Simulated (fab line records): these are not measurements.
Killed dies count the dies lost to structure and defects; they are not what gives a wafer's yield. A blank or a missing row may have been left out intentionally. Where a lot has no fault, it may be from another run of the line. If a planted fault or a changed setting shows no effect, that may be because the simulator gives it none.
What tool caused it? -- flow sky130 -- Sampling: 12 lots, 36 wafers, 5 of 708 route steps

## WHAT EACH GAUGE READ, for each wafer
The record lacks any reading of a measuring or inspecting step that a usual standard deviation could be used to judge.

## WHICH TOOL RAN EACH LOT (tool, then ch and the chambers of the sampled wafers, then the start)
lot,SKY_VIA1_CMP_02,SKY_VIA1_CVD_21,SKY_METAL2_SPUTTER_04,SKY_METAL2_METAL_ETCH_19,SKY_PAD_OPEN_PROBE_99
L515,"cmp-02 ch 0,2, day 32 17:09","cvd-w-01 ch 0,1, day 33 20:32","pvd-sputter-02, day 33 21:11","rie-metal-04 ch 0,1, day 35 01:01","prober-02, day 45 19:27"
L516,"cmp-02 ch 0,1,3, day 33 08:46","cvd-w-01 ch 0,1, day 34 12:34","pvd-sputter-02, day 34 13:13","rie-metal-04 ch 0,1, day 35 16:07",-
L517,"cmp-01 ch 0,3, day 33 14:42","cvd-w-02 ch 0,1, day 34 19:11","pvd-sputter-01, day 34 19:50","rie-metal-02 ch 1, day 35 22:16",-
L520,"cmp-02 ch 0,2,3, day 34 14:34","cvd-w-02 ch 1, day 35 18:20","pvd-sputter-03, day 35 19:05","rie-metal-01 ch 0,1, day 36 21:34",-
L519,"cmp-01 ch 0,1,3, day 34 17:07","cvd-w-02 ch 1, day 35 21:06","pvd-sputter-02, day 35 21:48","rie-metal-02 ch 0,1, day 36 23:30",-
L521,"cmp-01 ch 0,1,2, day 35 02:37","cvd-w-02 ch 0,1, day 36 05:40","pvd-sputter-03, day 36 06:20","rie-metal-02 ch 1, day 37 09:16","prober-02, day 47 16:37"
L522,"cmp-02 ch 1,2, day 35 08:04","cvd-w-02 ch 0,1, day 36 11:01","pvd-sputter-03, day 36 11:41","rie-metal-02 ch 1, day 37 14:15",-
L524,"cmp-01 ch 0,1,2, day 35 19:58","cvd-w-01 ch 0,1, day 36 23:28","pvd-sputter-03, day 37 00:17","rie-metal-04 ch 0, day 38 02:40",-
L525,"cmp-02 ch 0,2,3, day 36 04:19","cvd-w-01 ch 0,1, day 37 07:46","pvd-sputter-02, day 37 08:44","rie-metal-04 ch 0,1, day 38 11:34","prober-01, day 48 10:26"
L526,"cmp-02 ch 0,2,3, day 36 14:14","cvd-w-02 ch 0,1, day 37 17:47","pvd-sputter-01, day 37 18:25","rie-metal-04 ch 0,1, day 38 19:53","prober-02, day 48 15:54"
L529,"cmp-01 ch 0,1,2, day 37 06:13","cvd-w-02 ch 0,1, day 38 09:58","pvd-sputter-01, day 38 10:37","rie-metal-01 ch 1, day 39 12:01",-
L537,"cmp-01 ch 0,2,3, day 39 21:52","cvd-w-01 ch 1, day 40 23:35","pvd-sputter-03, day 41 00:16","rie-metal-04 ch 0,1, day 42 00:28","prober-01, day 50 22:12"
- SKY_VIA1_CMP_02: polishes SiO2.
- SKY_VIA1_CVD_21: deposits W, target thk 270 nm, time 80.902 s.
- SKY_METAL2_SPUTTER_04: material TiN, target thk 70 nm, time 58.3 s.
- SKY_METAL2_METAL_ETCH_19: etches the open film in Cl2/BCl3, stops on SiO2, target depth 360 nm, time 78 s.
- SKY_PAD_OPEN_PROBE_99

## AS READ BY THE TOOLS THEMSELVES (means over the sampled wafers that have a number; for cases with no such wafer, the mark the record gives instead)
SKY_VIA1_CMP_02.
lot,tool,motor-current-A (A)
L515,cmp-02,12.6
L516,cmp-02,12.6
L517,cmp-01,11.9
L520,cmp-02,12.2
L519,cmp-01,11.6
L521,cmp-01,12.2
L522,cmp-02,12.2
L524,cmp-01,12.2
L525,cmp-02,12.1
L526,cmp-02,12.2
L529,cmp-01,12.5
L537,cmp-01,12.8

SKY_VIA1_CVD_21.
lot,tool,heater-power-w (W)
L515,cvd-w-01,750
L516,cvd-w-01,764
L517,cvd-w-02,934
L520,cvd-w-02,951
L519,cvd-w-02,946
L521,cvd-w-02,924
L522,cvd-w-02,936
L524,cvd-w-01,766
L525,cvd-w-01,764
L526,cvd-w-02,917
L529,cvd-w-02,929
L537,cvd-w-01,784

SKY_METAL2_SPUTTER_04.
lot,tool,chamber-pressure-pa (Pa),throttle-valve-pct (%)
L515,pvd-sputter-02,0.4004,31.2
L516,pvd-sputter-02,0.4002,31.1
L517,pvd-sputter-01,0.3991,30.9
L520,pvd-sputter-03,0.4006,30.2
L519,pvd-sputter-02,0.4000,31.0
L521,pvd-sputter-03,0.3997,29.9
L522,pvd-sputter-03,0.4002,30.2
L524,pvd-sputter-03,0.3998,30.3
L525,pvd-sputter-02,0.4004,31.2
L526,pvd-sputter-01,0.3999,29.2
L529,pvd-sputter-01,0.3999,29.8
L537,pvd-sputter-03,0.3851,30.9

SKY_METAL2_METAL_ETCH_19.
lot,tool,drypump-motor-current-A (A),oes-product-au (a.u.),throttle-valve-pct (%)
L515,rie-metal-04,4.8,0.847,22.263
L516,rie-metal-04,4.8,0.853,22.263
L517,rie-metal-02,5.9,0.856,22.265
L520,rie-metal-01,5.6,0.852,22.267
L519,rie-metal-02,5.5,0.859,22.269
L521,rie-metal-02,5.9,0.856,22.265
L522,rie-metal-02,5.9,0.859,22.265
L524,rie-metal-04,4.9,0.848,22.267
L525,rie-metal-04,4.8,0.856,22.265
L526,rie-metal-04,4.8,0.854,22.255
L529,rie-metal-01,5.0,0.853,22.261
L537,rie-metal-04,4.8,0.857,22.266

SKY_PAD_OPEN_PROBE_99.
lot,tool,defect-limited-yield (%),killed_at_M0_to_M3,killed_at_M4_up,killed-at-contacts,killed-at-front-end,killed-at-other,killed-dies,killed-open,killed-short,sort_bin_3_pad_short (%),sort_bin_5_function (%),sort_bin_6_memory (%),sort-n-pass,sort-yield-pct (%)
L515,prober-02,84.8,40,1.7,21,12,0.0,75,42,33,0.3,9.6,5.2,417,84.8
L521,prober-02,82.1,42,3.3,25,18,0.3,88,45,43,0.8,10.5,6.6,404,82.1
L525,prober-01,83.2,42,4.0,26,11,0.3,83,44,39,0.3,10.3,6.2,409,83.2
L526,prober-02,81.8,47,4.0,23,16,0.0,89,47,42,1.1,10.0,7.0,403,81.8
L537,prober-01,80.5,50,4.0,28,14,0.0,96,53,43,1.1,11.6,6.8,396,80.5

## THE ANSWER, worked out from the rows above alone
Rule: the usual values come from the lots themselves. The widest of any qualifying gaps counts: lots, ordered by their means at a reading, are off when they make up no more than a third of the lots, leave a main group of 4 or more, and stand apart from it by 3 or more times the standard deviation of that group's means. A main group whose means are all the same, to the digits that the tables above print for the reading, isn't used. Also off: a lot with no number at a reading for which 4 or more lots have one. Any other lot the step has rows for is counted as sound. Order of review: gauges by route order, followed by the tools' own readings, for which a lot's mean as printed above is used. The first step at which some lot is off is used, and at that step the reading that is off furthest; a lot without a number counts as furthest.
Off: L537 (SKY_METAL2_SPUTTER_04, chamber-pressure-pa). The main group has a mean of 0.4000 Pa with a standard deviation of 0.0004.
If a tool, at that step or one of the process steps before it, ran each lot that is off and ran no sound lot following the first of them, it fits. Can't be told from this: 3 tools fit, cmp-01 at SKY_VIA1_CMP_02, cvd-w-01 at SKY_VIA1_CVD_21, pvd-sputter-03 at SKY_METAL2_SPUTTER_04.

## WHAT THE SIMULATOR HAD INSERTED
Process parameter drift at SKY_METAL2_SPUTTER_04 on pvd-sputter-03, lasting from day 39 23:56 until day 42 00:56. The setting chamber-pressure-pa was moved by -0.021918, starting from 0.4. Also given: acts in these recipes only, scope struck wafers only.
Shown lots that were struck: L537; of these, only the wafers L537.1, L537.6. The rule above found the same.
